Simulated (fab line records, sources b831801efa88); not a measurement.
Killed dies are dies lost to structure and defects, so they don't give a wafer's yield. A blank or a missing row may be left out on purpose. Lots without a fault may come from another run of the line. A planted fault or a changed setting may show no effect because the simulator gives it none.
A struck lot beside a sound one | flow sky130 | 16 steps out of a route of 708
Sound: wafers L394.1, L394.2, L394.6. Struck: wafers L399.1, L399.3, L399.5. The cause comes at the end.
At each step with rows: each side's tool, then ch and its chambers, then its first start. Under that, the readings that differ: sound wafers | struck wafers | difference of the means | sigmas: that difference in standard deviations of wafers without a fault.
alike: readings whose means differ by less than 2 such deviations, and words and numbers that are the same on both sides. not compared: withheld readings, readings that some wafer has no value for, bounds like >300 that may hide the same value, and numbers for which the record gives no deviation and whose values overlap.
The two part at a step that has a row with sigmas, a row that says differs or no value, or rows on one side only. Numbers that don't overlap but have no deviation are shown without sigmas and don't part them. A reading that every wafer of one side lacks parts them only if that side has two wafers or more.

SKY_SONOS_ONO_OVL_MEAS_14:
  sound on overlay-02, day 14 06:18; struck on overlay-02, day 15 22:40
  alike: SONOS_ONO_OVL
SKY_SONOS_ONO_ETCH_15: etches the open film in CHF3/O2, target depth 19.52 nm, time 7.8 s.
  sound on rie_diel-01 ch 1,2,3, day 14 06:20; struck on rie_diel-02 ch 1,2, day 15 22:41
  reading               | sound             | struck            | difference | sigmas
  oes_product_au (a.u.) | 1.005 1.007 1.008 | 0.992 0.988 0.982 | -0.019     | -3
  alike: chf3_flow_sccm, drypump_motor_current_A, rf_fwd_power_W, throttle_valve_pct
  not compared: rf_hours_counter_h
then, 1 step without rows for these wafers: SKY_SONOS_ONO_WET_ETCH_16 (etches SiO2 in dHF, target depth 14 nm, time 280 s).
SKY_SONOS_ONO_STRIP_17: strips in O2/N2.
  sound on plasma_asher-04 ch 0,1, day 14 06:26; struck on plasma_asher-02 ch 0, day 15 22:53
  alike: drypump_motor_current_A, oes_product_au, strip_time_to_endpoint_s
  not compared: rf_hours_counter_h
then, 3 steps without rows for these wafers: SKY_SONOS_ONO_WET_ETCH_18 (etches Si3N4 in H3PO4, target depth 15 nm, time 172 s); SKY_GATE_OXIDE_CLEAN_00 (cleans in SC1/SC2, time 150 s); SKY_GATE_OXIDE_OXIDATION_01 (stabilise 600 s, purge 300 s, target thk 10.268 nm).
SKY_GATE_OXIDE_THK_MEAS_02:
  sound on film_metro-01, day 14 08:41; struck on film_metro-01, day 16 01:11
  alike: GATE_OXIDE_OXIDATION_00_THK
then, 4 steps without rows for these wafers: SKY_GATE_OXIDE_DEHYDRATE_03 (time 60 s); SKY_GATE_OXIDE_HMDS_04 (prime time 60 s); SKY_GATE_OXIDE_COAT_05 (resist thk 1140 nm); SKY_GATE_OXIDE_SOFTBAKE_06 (time 60 s).
SKY_GATE_OXIDE_EXPOSE_07: exposes mask LVOM, target cd 600 nm.
  sound on iline_stepper-01 ch 0, day 14 22:23; struck on iline_stepper-02 ch 0, day 16 15:05
  reading                            | sound                | struck            | difference | sigmas
  model.GATE_OXIDE.overlay_x_nm (nm) | 0.8721 0.8721 0.8721 | 158.9 158.9 158.9 | +158.0     |
  alike: mask, reticle_temp_C
then, 2 steps without rows for these wafers: SKY_GATE_OXIDE_PEB_08; SKY_GATE_OXIDE_DEVELOP_09 (develop time 60 s).
SKY_GATE_OXIDE_OVL_MEAS_10:
  sound on overlay-02, day 15 11:28; struck on overlay-02, day 17 05:37
  reading             | sound        | struck            | difference | sigmas
  GATE_OXIDE_OVL (nm) | -0.9 0.6 0.2 | 157.5 158.5 159.1 | +158.4     | +99 or more
  not compared: hold

WHERE THEY PART
First at SKY_SONOS_ONO_ETCH_15; last, within this record, at SKY_GATE_OXIDE_OVL_MEAS_10.

WHY: what the simulator had put in
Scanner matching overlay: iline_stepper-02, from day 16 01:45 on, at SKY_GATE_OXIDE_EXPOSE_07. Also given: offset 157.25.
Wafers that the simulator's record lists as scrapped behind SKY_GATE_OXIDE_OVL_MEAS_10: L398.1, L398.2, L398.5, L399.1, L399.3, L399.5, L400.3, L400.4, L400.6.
